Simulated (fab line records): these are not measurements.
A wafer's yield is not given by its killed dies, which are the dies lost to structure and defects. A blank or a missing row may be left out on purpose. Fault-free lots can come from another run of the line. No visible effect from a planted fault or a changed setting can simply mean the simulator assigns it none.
2 desks looking at one fault || flow gf180mcu || numbers are kept per desk, each desk with only its own; the story behind them comes last

AT THE TOOL OWNER'S DESK: iline-stepper-02
The tool's own readings at GF_PSD_EXPOSE_04 (exposes mask Pplus, target cd 400 nm): means of the sampled wafers that have a number, for each lot that ran on this tool. A lot is out of limits, marked OUT, if its mean lies more than 4 standard deviations from the usual mean; the brackets give that distance.
Columns: A = exposure-dose-mJ-cm2 at GF_PSD_EXPOSE_04, usual 140.82
{"lot": "L602", "first seen here": "day 14 05:02", "A": 140.87}
{"lot": "L603", "first seen here": "day 14 10:34", "A": 140.79}
{"lot": "L606", "first seen here": "day 15 12:21", "A": 140.81}
{"lot": "L608", "first seen here": "day 16 05:41", "A": 140.77}
{"lot": "L613", "first seen here": "day 17 17:38", "A": "129.54 (-81) OUT"}
{"lot": "L614", "first seen here": "day 18 09:05", "A": "131.75 (-65) OUT"}
This desk's finding: out of limits on L613, L614; first on L613, day 17 17:38 (exposure-dose-mJ-cm2 at GF_PSD_EXPOSE_04). L602, L603, L606, L608: within limits.

METROLOGY DESK
Means of the sampled wafers that have a number, per lot and without regard to the tool the lot ran on: this is what the gauges read. A lot is out of limits, marked OUT, if its mean lies more than 4 standard deviations from the usual mean; the brackets give that distance.
Columns: A = HV_LDD_01_OVL at GF_HV_LDD_OVL_MEAS_20, usual 0.1 nm; B = HV_LDD_CVD_54_THK at GF_HV_LDD_THK_MEAS_55, usual 10.06 nm; C = cd-nm at GF_PSD_CD_MEAS_07, usual 400.4 nm
{"lot": "L601", "first seen here": "day 11 00:22", "A": 1.0, "B": 10.08, "C": 402.5}
{"lot": "L602", "first seen here": "day 11 03:49", "A": -0.6, "B": 10.20, "C": 397.7}
{"lot": "L603", "first seen here": "day 11 07:02", "A": -1.8, "B": 10.18, "C": 401.7}
{"lot": "L604", "first seen here": "day 11 14:50", "A": -0.1, "B": 10.20, "C": 397.5}
{"lot": "L605", "first seen here": "day 11 23:11", "A": -0.8, "B": 10.18, "C": 402.9}
{"lot": "L606", "first seen here": "day 12 07:26", "A": 0.1, "B": 10.10, "C": 397.9}
{"lot": "L608", "first seen here": "day 12 23:43", "A": -1.1, "B": 9.99, "C": 403.5}
{"lot": "L613", "first seen here": "day 14 08:56", "A": 0.8, "B": 10.15, "C": "375.6 (-11) OUT"}
{"lot": "L614", "first seen here": "day 14 21:29", "A": 0.9, "B": 10.08, "C": "379.2 (-9.2) OUT"}
{"lot": "L618", "first seen here": "day 16 01:41", "A": 0.3, "B": 10.14, "C": 401.8}
{"lot": "L619", "first seen here": "day 16 09:08", "A": -1.1, "B": 10.19, "C": 401.4}
{"lot": "L620", "first seen here": "day 16 19:38", "A": 0.1, "B": 9.96, "C": 400.9}
{"lot": "L624", "first seen here": "day 18 00:46", "A": -0.1, "B": 10.00, "C": 399.0}
This desk's finding: out of limits on L613, L614; first on L613, day 18 04:47 (cd-nm at GF_PSD_CD_MEAS_07). L601, L602, L603, L604, L605, L606, L608, L618, L619, L620, L624: within limits.

ALL TOGETHER
The tool owner's desk could have raised an alarm at day 17 17:38, on L613, L614.
At day 18 04:47 the metrology desk could have sounded an alarm, on L613, L614.
Of the lots named, all ran GF_PSD_EXPOSE_04 on iline-stepper-02.

WHAT THE SIMULATOR PUT IN
Process parameter drift: iline-stepper-02, from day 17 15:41 on, at GF_PSD_EXPOSE_04. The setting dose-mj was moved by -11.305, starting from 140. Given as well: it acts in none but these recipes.
Shown lots that were struck: L613, L614.
Delay (hours) between the fault's onset and each desk's first out-of-limits reading: 2 at the tool owner's desk, 13 at the metrology desk.
